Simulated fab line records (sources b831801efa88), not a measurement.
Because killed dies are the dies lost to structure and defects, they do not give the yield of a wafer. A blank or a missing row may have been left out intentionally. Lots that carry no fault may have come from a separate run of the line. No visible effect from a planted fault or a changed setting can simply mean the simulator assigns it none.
A struck lot beside a sound one	flow gf180mcu	29 steps out of a route of 602
Sound: these wafers, L241.2, L241.3, L241.5. Struck: wafers L230.2, L230.3, L230.4. At the end, the cause is stated.
For every step that has rows: the tool of each side, followed by ch and its chambers, followed by its first start. Under that, the readings that differ: sound wafers	struck wafers	difference of the means	sigmas: that difference in standard deviations of wafers without a fault.
alike: readings with means less than 2 such deviations apart, plus words and numbers identical on both sides. not compared: withheld readings, readings lacking a value on some wafer, bounds such as >300 that could conceal the same value, and numbers that have no deviation in the record and whose values overlap.
Wherever a step has rows on one side only, a row that says differs or no value, or a row with sigmas, the two part there. Numbers that don't overlap but have no deviation are shown without sigmas and don't part them. A reading that every wafer of one side lacks parts them only if that side has two wafers or more.

first, 7 steps without rows for these wafers: GF_HV_LDD_DEHYDRATE_24 (time 60 s); GF_HV_LDD_HMDS_25 (prime time 60 s); GF_HV_LDD_COAT_26 (resist thk 1000 nm); GF_HV_LDD_SOFTBAKE_27 (time 60 s); GF_HV_LDD_EXPOSE_28 (exposes mask Nplus HV AREA, target cd 400 nm); GF_HV_LDD_PEB_29; GF_HV_LDD_DEVELOP_30 (develop time 60 s).
GF_HV_LDD_CD_MEAS_31: the cd target is 400 nm.
  sound on cd sem-02 at day 16 01:01; struck on cd sem-01 at day 12 16:01
  alike: cd nm
GF_HV_LDD_OVL_MEAS_32:
  sound on overlay-01 at day 16 01:08; struck on overlay-01 at day 12 16:07
  alike: HV_LDD_02_OVL
then, 3 steps without rows for these wafers: GF_HV_LDD_IMPLANT_33; GF_HV_LDD_IMPLANT_34; GF_HV_LDD_IMPLANT_35.
GF_HV_LDD_IMPLANT_36:
  sound on implanter-02 ch 0, day 16 01:38; struck on implanter-01 ch 0, day 12 16:37
reading	sound	struck	difference	sigmas
dose ions cm2	7.506e+12 7.503e+12 7.492e+12	4.1772e+13 4.1764e+13 4.1766e+13	+3.4267e+13	+99 or more
faraday current uA	41.3 42.2 43.2	240.0 233.9 235.9	+194.4	+99 or more
  alike: tilt deg
GF_HV_LDD_STRIP_37: strips in O2/N2.
  sound on plasma asher-01 ch 0, day 16 01:46; struck on plasma asher-02 ch 0,1, day 12 16:45
reading	sound	struck	difference	sigmas
drypump motor current A (A)	6.6 6.5 6.6	5.3 5.3 5.7	-1.1	-2
strip time to endpoint s (s)	12.69 12.65 12.65	12.59 12.58 12.60	-0.07	-2
  alike: heater power w, oes product au
  not compared: rf hours counter h
GF_HV_LDD_TW_MEAS_38:
  sound on film metro-04 at day 16 01:52; struck on film metro-03 at day 12 17:05
reading	sound	struck	difference	sigmas
HV_LDD_3_TW	1456 1464 1463	1826 1820 1820	+361	+24
  not compared: hold
then, 6 steps without rows for these wafers: GF_HV_LDD_HMDS_40 (prime time 60 s); GF_HV_LDD_COAT_41 (resist thk 1000 nm); GF_HV_LDD_SOFTBAKE_42 (time 60 s); GF_HV_LDD_EXPOSE_43 (exposes mask Pplus HV AREA, target cd 400 nm); GF_HV_LDD_PEB_44; GF_HV_LDD_DEVELOP_45 (develop time 62.17 s).
GF_HV_LDD_CD_MEAS_46: the cd target is 400 nm.
  sound on cd sem-02 at day 16 23:16; struck on cd sem-01 at day 13 12:26
  alike: cd nm
GF_HV_LDD_OVL_MEAS_47:
  sound on overlay-01 at day 16 23:22; struck on overlay-01 at day 13 12:33
  alike: HV_LDD_03_OVL
then, 1 step without rows for these wafers: GF_HV_LDD_IMPLANT_48.
GF_HV_LDD_STRIP_49: strips in O2/N2.
  sound on plasma asher-01 ch 0,1, day 16 23:33; struck on plasma asher-01 ch 0,1, day 13 12:44
  alike: drypump motor current A, heater power w, oes product au, strip time to endpoint s
  not compared: rf hours counter h
GF_HV_LDD_TW_MEAS_50:
  sound on film metro-04 at day 16 23:40; struck on film metro-03 at day 13 12:50
reading	sound	struck	difference	sigmas
HV_LDD_4_TW	579 582 580	570 563 564	-15	-2
then, 1 step without rows for these wafers: GF_HV_LDD_CLEAN_51 (cleans in SC1/SC2, time 150 s).
GF_HV_LDD_RTA_52: time 10 s.
  sound on rtp anneal-02 ch 0, day 16 23:46; struck on rtp anneal-01 ch 0, day 13 12:57
  alike: lamp power pct, wafer_temp_C_max
GF_HV_LDD_RS_MEAS_53: a four-point-probe measurement.
  sound on film metro-02 at day 16 23:51; struck on film metro-02 at day 13 13:19
reading	sound	struck	difference	sigmas
HV_LDD_RS (ohm/sq)	418.5 418.2 418.1	345.7 345.7 344.6	-72.9	-77
  not compared: hold

== WHERE THEY PART ==
First at GF_HV_LDD_IMPLANT_36; last, within this record, at GF_HV_LDD_RS_MEAS_53.

WHY: what the simulator had put in
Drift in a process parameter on implanter-01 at GF_HV_LDD_IMPLANT_36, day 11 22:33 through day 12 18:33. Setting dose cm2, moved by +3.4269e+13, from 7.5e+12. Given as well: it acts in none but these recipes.
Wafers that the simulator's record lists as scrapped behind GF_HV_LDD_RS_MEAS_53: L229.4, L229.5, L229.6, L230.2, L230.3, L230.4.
